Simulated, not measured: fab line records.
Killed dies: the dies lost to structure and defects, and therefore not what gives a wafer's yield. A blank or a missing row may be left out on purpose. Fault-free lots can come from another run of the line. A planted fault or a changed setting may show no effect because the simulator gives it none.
Comparing a struck lot with a sound one / flow sky130 / 43 steps out of a route of 708
Sound: the wafers L354.1, L354.2, L354.5. Wafers struck: L361.2, L361.5, L361.6. The cause is named last.
Order at every step that has rows: each side's tool, ch and its chambers, its first start. Under that, the readings that differ: sound wafers / struck wafers / difference of the means / sigmas: that difference in standard deviations of wafers without a fault.
alike: words and numbers the same on both sides, and readings whose means are apart by under 2 such deviations; not compared: readings that were withheld, readings missing a value for some wafer, numbers with overlapping values and no deviation given by the record, and bounds like >300 which may hide the same value.
Wherever a step has rows on one side only, a row that says differs or no value, or a row with sigmas, the two part there. Numbers that have no deviation but don't overlap get no sigmas and don't part them. A reading missing from all wafers of one side parts the sides only when that side holds two or more wafers.

first, 6 steps without rows for these wafers: SKY_VIA1_STRIP_16 (strips in O2/N2); SKY_VIA1_STRIP_17 (strips in post etch residue remover, time 1200 s); SKY_VIA1_CLEAN_18 (cleans in IPA, time 180 s); SKY_VIA1_CLEAN_19 (cleans in O3/DIW); SKY_VIA1_SPUTTER_20 (material TiN, target thk 20 nm, time 80 s); SKY_VIA1_CVD_21 (deposits W, target thk 270 nm, time 80.902 s).
SKY_VIA1_RS_MEAS_22: measures by four-point-probe.
  sound on film-metro-01 at day 35 09:11; struck on film-metro-01 at day 37 18:26
  alike: VIA1_W_RS
SKY_VIA1_THK_MEAS_23: measures by xrf.
  sound on film-metro-01 at day 35 09:18; struck on film-metro-01 at day 37 18:33
  alike: VIA1_W_THK
SKY_VIA1_CMP_24: polishes, stops on SiO2, t overpolish 15 s, target thk 0 nm.
  sound on cmp-01 ch 0,1,3, day 35 09:28; struck on cmp-02 ch 0,1,2, day 37 18:42
  alike: motor-current-A, overpolish-run-s, retaining-ring-pressure-frac, time-to-endpoint-s
then, 1 step without rows for these wafers: SKY_METAL2_SPUTTER_00 (material Ti, target thk 15 nm, time 10 s).
SKY_METAL2_SPUTTER_01: material TiN, target thk 20 nm, time 16.7 s.
  sound on pvd-sputter-03 at day 35 09:41; struck on pvd-sputter-02 at day 37 18:55
  alike: throttle-valve-pct
SKY_METAL2_SPUTTER_02: material AlCu, target thk 250 nm, time 13.3 s.
  sound on pvd-sputter-03 at day 35 09:43; struck on pvd-sputter-02 at day 37 18:57
  alike: throttle-valve-pct
SKY_METAL2_SPUTTER_03: material Ti, target thk 5 nm, time 3.3 s.
  sound on pvd-sputter-03 at day 35 09:44; struck on pvd-sputter-02 at day 37 18:58
  alike: throttle-valve-pct
then, 1 step without rows for these wafers: SKY_METAL2_SPUTTER_04 (material TiN, target thk 70 nm, time 58.3 s).
SKY_METAL2_RS_MEAS_05: measures by four-point-probe.
  sound on film-metro-02 at day 35 09:48; struck on film-metro-04 at day 37 19:04
  alike: METAL2_ALCU_RS
SKY_METAL2_THK_MEAS_06: measures by xrf.
  sound on film-metro-02 at day 35 09:55; struck on film-metro-04 at day 37 19:10
  alike: METAL2_ALCU_THK
then, 8 steps without rows for these wafers: SKY_METAL2_DEHYDRATE_07 (time 60 s); SKY_METAL2_HMDS_08 (prime time 60 s); SKY_METAL2_COAT_09 (resist thk 60 nm); SKY_METAL2_COAT_10 (resist thk 450 nm); SKY_METAL2_SOFTBAKE_11 (time 90 s); SKY_METAL2_EXPOSE_12 (exposes mask MM2, target cd 140 nm); SKY_METAL2_PEB_13; SKY_METAL2_DEVELOP_14 (develop time 60 s).
SKY_METAL2_CD_MEAS_15: target cd 140 nm.
  sound on cd-sem-01 at day 36 12:22; struck on cd-sem-01 at day 38 19:38
  alike: cd-nm
SKY_METAL2_OVL_MEAS_16:
  sound on overlay-01 at day 36 12:29; struck on overlay-02 at day 38 19:45
  alike: METAL2_OVL
SKY_METAL2_DESCUM_17: chemistry O2, time 8 s.
  sound on rie-metal-02 ch 0,1, day 36 12:32; struck on rie-metal-03 ch 0,1, day 38 19:47
  alike: drypump-motor-current-A, oes-product-au
  not compared: rf-hours-counter-h
then, 2 steps without rows for these wafers: SKY_METAL2_ETCH_18 (etches BARC in N2/H2, stops on SiO2, time 45.9 s, target depth 60 nm); SKY_METAL2_METAL_ETCH_19 (etches the open film in Cl2/BCl3, stops on SiO2, target depth 360 nm, time 78 s).
SKY_METAL2_STRIP_20: strips in O2/N2.
  sound on plasma-asher-02 ch 0,1, day 36 12:43; struck on plasma-asher-04 ch 0,1, day 38 19:58
  alike: drypump-motor-current-A, oes-product-au, strip-time-to-endpoint-s
  not compared: rf-hours-counter-h
then, 4 steps without rows for these wafers: SKY_METAL2_STRIP_21 (strips in post etch residue remover, time 1200 s); SKY_METAL2_CLEAN_22 (cleans in IPA, time 180 s); SKY_METAL2_CLEAN_23 (cleans in O3/DIW); SKY_VIA2_HDPCVD_00 (deposits SiO2, target thk 1180 nm, time 196.7 s).
SKY_VIA2_THK_MEAS_01:
  sound on film-metro-03 at day 36 13:28; struck on film-metro-03 at day 38 20:44
  alike: VIA2_HDPCVD_THK
then, 1 step without rows for these wafers: SKY_VIA2_CMP_02 (polishes SiO2).
SKY_VIA2_BOW_MEAS_03:
  sound on film-metro-04 at day 36 13:49; struck on film-metro-03 at day 38 21:06
  alike: VIA2_BOW
then, 5 steps without rows for these wafers: SKY_VIA2_DEHYDRATE_04 (time 60 s); SKY_VIA2_HMDS_05 (prime time 60 s); SKY_VIA2_COAT_06 (resist thk 60 nm); SKY_VIA2_COAT_07 (resist thk 450 nm); SKY_VIA2_SOFTBAKE_08 (time 90 s).
-- the record jumps here: 10 days lie between the struck wafers' starts before and after (it left off in module VIA2 and takes up again in module PAD_OPEN, whose first step shown is number 708 of the route) --
SKY_PAD_OPEN_PROBE_99:
  sound on prober-01 at day 46 20:54; struck on prober-02 at day 48 13:53
reading=defect-limited-yield (%); sound=77.0 79.3 80.9; struck=77.6 69.5 75.4; difference=-4.9; sigmas=-2
reading=killed_at_M0_to_M3; sound=59 46 38; struck=80 109 78; difference=+41; sigmas=+6
reading=killed-at-contacts; sound=33 29 26; struck=11 26 18; difference=-11; sigmas=-2
reading=killed-dies; sound=113 102 94; struck=110 150 121; difference=+24; sigmas=+2
reading=sort_bin_3_pad_short (%); sound=1.6 1.2 1.8; struck=3.0 4.3 3.0; difference=+1.9; sigmas=+4
reading=sort_bin_5_function (%); sound=12.6 11.6 11.2; struck=14.4 19.3 14.0; difference=+4.1; sigmas=+2
reading=sort-n-pass; sound=379 390 398; struck=382 342 371; difference=-24; sigmas=-2
reading=sort-yield-pct (%); sound=77.0 79.3 80.9; struck=77.6 69.5 75.4; difference=-4.9; sigmas=-2
reading=model.etest.tester.sort_bin_5_pct (%); sound=12.6 11.59 11.18; struck=14.43 19.31 14.02; difference=+4.13; sigmas=
reading=model.etest.tester.sort_bin_3_pct (%); sound=1.626 1.22 1.829; struck=3.049 4.268 3.049; difference=+1.897; sigmas=
  alike: killed_at_M4_up, killed-at-front-end, killed-at-other, killed-open, killed-short, sort_bin_6_memory
  not compared: model.etest.tester.sort-n-pass, model.etest.tester.sort-yield-pct

WHERE THEY PART
Only at SKY_PAD_OPEN_PROBE_99, within this record.

WHY: what had been put in by the simulator
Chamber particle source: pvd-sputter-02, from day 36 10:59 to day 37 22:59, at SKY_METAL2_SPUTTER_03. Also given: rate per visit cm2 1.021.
